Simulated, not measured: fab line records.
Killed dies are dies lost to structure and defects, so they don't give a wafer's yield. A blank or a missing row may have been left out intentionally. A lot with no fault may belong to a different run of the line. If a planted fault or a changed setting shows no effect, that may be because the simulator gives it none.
A single fault, viewed from 2 desks    flow gf180mcu    only its own numbers are on each desk; what lay behind them is given at the end

DESK OF THE TOOL OWNER: cmp-02
The tool's own readings at GF_V1_CMP_04 (polishes SiO2): means of the sampled wafers that have a number, for each lot that ran on this tool. Marked OUT: a lot whose mean sits more than 4 standard deviations from the usual mean, which makes it out of limits; the brackets give that distance.
Columns: A = motorCurrentA at GF_V1_CMP_04, usual 12.5 A; B = timeToEndpointS at GF_V1_CMP_04, usual 79 s
lot   first seen here  A     B
L158  day 19 13:57     11.6  89
L170  day 24 11:24     10.9  81
Finding of this desk: none of the 2 lots has anything out of limits.

AT THE METROLOGY DESK
Means of the sampled wafers that have a number, per lot and without regard to the tool the lot ran on: this is what the gauges read. Marked OUT: a lot whose mean sits more than 4 standard deviations from the usual mean, which makes it out of limits; the brackets give that distance. Of its 9 readings 7 are shown: those that lie furthest out on some lot.
Columns: A = cdNm at GF_M1_CD_MEAS_14, usual 229.8 nm; B = M1_OVL at GF_M1_OVL_MEAS_15, usual 2 nm; C = V1_BOW at GF_V1_BOW_MEAS_05, usual 81 um; D = cdNm at GF_V1_CD_MEAS_14, usual 259.6 nm; E = V1_OVL at GF_V1_OVL_MEAS_15, usual 0 nm; F = V1_W_RS at GF_V1_RS_MEAS_24, usual 0.327 ohm/sq; G = V1_W_THK at GF_V1_THK_MEAS_25, usual 353 nm
lot   first seen here  A      B   C   D      E   F      G
L158  day 19 12:49     230.5  -3  75  258.9  -6  0.331  352
L168  day 23 09:36     230.7  7   88  259.4  -0  0.330  360
L169  day 23 19:50     232.2  2   75  260.5  1   0.322  354
L170  day 24 10:13     229.3  5   75  258.1  -2  0.327  357
L174  day 25 09:33     229.2  7   83  258.5  10  0.327  349
Finding of this desk: none of the 5 lots has anything out of limits.

TAKEN TOGETHER
Nothing out of limits was seen by the tool owner's desk.
Nothing out of limits was seen by the metrology desk.

WHAT THE SIMULATOR PUT IN
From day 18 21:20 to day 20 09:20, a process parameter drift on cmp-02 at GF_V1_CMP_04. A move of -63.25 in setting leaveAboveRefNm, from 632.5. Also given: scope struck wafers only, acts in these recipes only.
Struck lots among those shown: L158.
